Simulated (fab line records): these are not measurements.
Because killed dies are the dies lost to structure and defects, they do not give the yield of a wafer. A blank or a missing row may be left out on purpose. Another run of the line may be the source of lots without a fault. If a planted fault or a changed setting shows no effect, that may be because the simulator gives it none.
Struck lot and sound lot, side by side :: flow gf180mcu :: 37 out of 602 route steps
Sound: the wafers L650.1, L650.4, L650.5. Struck: wafer L664.6 (left out: L664.3, L664.5 of the same lot, which were not struck); the cause appears at the end.
At each step with rows: each side's tool, then ch and its chambers, then its first start. Under that, the readings that differ: sound wafers :: struck wafers :: difference of the means :: sigmas: that difference in standard deviations of wafers without a fault.
alike: readings with means less than 2 such deviations apart, plus words and numbers identical on both sides. not compared: withheld readings, readings lacking a value on some wafer, bounds such as >300 that could conceal the same value, and numbers that have no deviation in the record and whose values overlap.
Wherever a step has rows on one side only, a row that says differs or no value, or a row with sigmas, the two part there. Non-overlapping numbers with no deviation appear without sigmas and do not part them. A reading missing from all wafers of one side parts the sides only when that side holds two or more wafers.

first, 2 steps without rows for these wafers: GF_M4_PEB_12 (peb time 90 s); GF_M4_DEVELOP_13 (develop time 60 s).
GF_M4_CD_MEAS_14: target cd 280 nm.
  sound: cd sem-02 at day 24 01:04; struck: cd sem-02 at day 28 19:10
  alike: cd nm
GF_M4_OVL_MEAS_15:
  sound: overlay-02 at day 24 01:11; struck: overlay-01 at day 28 19:16
reading: M4_OVL (nm)
sound: 5 -4 2
struck: 11
difference: +10
sigmas: +2
GF_M4_METAL_ETCH_16: etches the open film in Cl2/BCl3, stops on SiO2, target depth 627.5 nm, time 104.6 s.
  sound on rie metal-02 ch 0, day 24 01:13; struck on rie metal-03 ch 0, day 28 19:19
reading: oes product au (a.u.)
sound: 0.970 0.979 0.968
struck: 0.954
difference: -0.018
sigmas: -3
  alike: drypump motor current A, throttle valve pct
  not compared: rf hours counter h
then, 4 steps without rows for these wafers: GF_M4_STRIP_17 (strips in O2/N2); GF_M4_STRIP_18 (strips in post etch residue remover, time 1200 s); GF_M4_CLEAN_19 (cleans in DIW); GF_V4_CVD_00 (deposits SiO2, target thk 600 nm, time 100 s).
GF_V4_THK_MEAS_01:
  sound: film metro-03 at day 24 02:29; struck: film metro-01 at day 28 20:01
  alike: V4_CVD_00_THK
GF_V4_CVD_02: deposits SiO2 from TEOS, target thk 850 nm, time 94.851 s.
  sound on pecvd-01 ch 1,2, day 24 02:33; struck on pecvd-01 ch 1, day 28 20:04
  alike: heater power w
GF_V4_THK_MEAS_03:
  sound: film metro-03 at day 24 02:37; struck: film metro-02 at day 28 20:09
  alike: V4_CVD_02_THK
GF_V4_CMP_04: polishes SiO2.
  sound on cmp-01 ch 0,3, day 24 04:20; struck on cmp-01 ch 2, day 28 20:20
reading: time to endpoint s (s)
sound: 80 81 84
struck: 55
difference: -27
sigmas: -4

reading: model.SiO2_of_V4_CVD_02.thk nm (nm)
sound: 632.1 631.1 632.2
struck: 697.1
difference: +65.3
sigmas: 
  alike: motor current A
GF_V4_BOW_MEAS_05:
  sound: film metro-01 at day 24 04:35; struck: film metro-01 at day 28 20:32
  alike: V4_BOW
then, 8 steps without rows for these wafers: GF_V4_DEHYDRATE_06 (time 60 s); GF_V4_HMDS_07 (prime time 60 s); GF_V4_COAT_08; GF_V4_COAT_09 (resist thk 1000 nm); GF_V4_SOFTBAKE_10 (time 60 s); GF_V4_EXPOSE_11 (exposes mask Via4, target cd 260 nm); GF_V4_PEB_12 (peb time 90 s); GF_V4_DEVELOP_13 (develop time 60 s).
GF_V4_CD_MEAS_14: target cd 260 nm.
  sound: cd sem-02 at day 25 02:52; struck: cd sem-01 at day 29 15:32
  alike: cd nm
GF_V4_OVL_MEAS_15:
  sound: overlay-01 at day 25 02:59; struck: overlay-02 at day 29 15:38
  alike: V4_OVL
GF_V4_ETCH_16: etches BARC in N2/H2.
  sound on rie diel-03 ch 0,1,2, day 25 03:01; struck on rie diel-03 ch 2, day 29 15:39
reading: oes product au (a.u.)
sound: 0.855 0.852 0.848
struck: 0.862
difference: +0.010
sigmas: +2
  alike: drypump motor current A, h2 flow sccm, throttle valve pct
GF_V4_ETCH_17: etches SiO2 in C4F8/O2/Ar, stops on TiN, target depth 630 nm.
  sound on rie diel-03 ch 0,1,2; struck on rie diel-03 ch 2
reading: oes product au (a.u.)
sound: 0.859 0.852 0.861
struck: 0.907
difference: +0.050
sigmas: +11

reading: model.etch.depth nm (nm)
sound: 632.1 631.1 632.2
struck: 697.1
difference: +65.3
sigmas: 

reading: model.V4.feature depth nm (nm)
sound: 632.1 631.1 632.2
struck: 697.1
difference: +65.3
sigmas: 
then, 3 steps without rows for these wafers: GF_V4_STRIP_18 (strips in O2/N2); GF_V4_STRIP_19 (strips in post etch residue remover, time 1200 s); GF_V4_CLEAN_20 (cleans in DIW).
GF_V4_SPUTTER_21: material Ti, target thk 15 nm, time 80.02 s.
  sound: pvd sputter-01 at day 25 03:41; struck: pvd sputter-01 at day 29 16:21
  alike: throttle valve pct
then, 1 step without rows for these wafers: GF_V4_SPUTTER_22 (material TiN, target thk 10 nm, time 40 s).
GF_V4_CVD_23: deposits W, target thk 350 nm, time 104.9 s.
  sound on cvd w-02 ch 0,1, day 25 03:47; struck on cvd w-01 ch 0, day 29 16:29
  alike: heater power w
GF_V4_RS_MEAS_24: a four-point-probe measurement.
  sound: film metro-01 at day 25 03:53; struck: film metro-03 at day 29 16:37
  alike: V4_W_RS
GF_V4_THK_MEAS_25: measures by xrf.
  sound: film metro-01 at day 25 04:01; struck: film metro-03 at day 29 16:43
  alike: V4_W_THK
GF_V4_CMP_26: polishes, stops on SiO2, t overpolish 15 s, target thk 0 nm.
  sound on cmp-01 ch 0,3, day 25 04:04; struck on cmp-02 ch 3, day 29 16:45
reading: model.SiO2_of_V4_CVD_02.thk nm (nm)
sound: 628.3 627.3 628.4
struck: 693.4
difference: +65.4
sigmas: 
  alike: motor current A
then, 1 step without rows for these wafers: GF_MIM_SPUTTER_00 (material Ti, target thk 37.5 nm, time 150 s).
-- the record jumps here: 4 days lie between the struck wafers' starts before and after (it left off in module MIM and takes up again in module PASSIVATION, whose first step shown is number 602 of the route) --
GF_PASSIVATION_PROBE_99:
  rows exist in the record for the struck wafers here (prober-01, day 33 13:54), but not for the sound ones

== WHERE THEY PART ==
At GF_M4_OVL_MEAS_15 first; at GF_PASSIVATION_PROBE_99 last (within this record only).

WHY: whatever the simulator had introduced
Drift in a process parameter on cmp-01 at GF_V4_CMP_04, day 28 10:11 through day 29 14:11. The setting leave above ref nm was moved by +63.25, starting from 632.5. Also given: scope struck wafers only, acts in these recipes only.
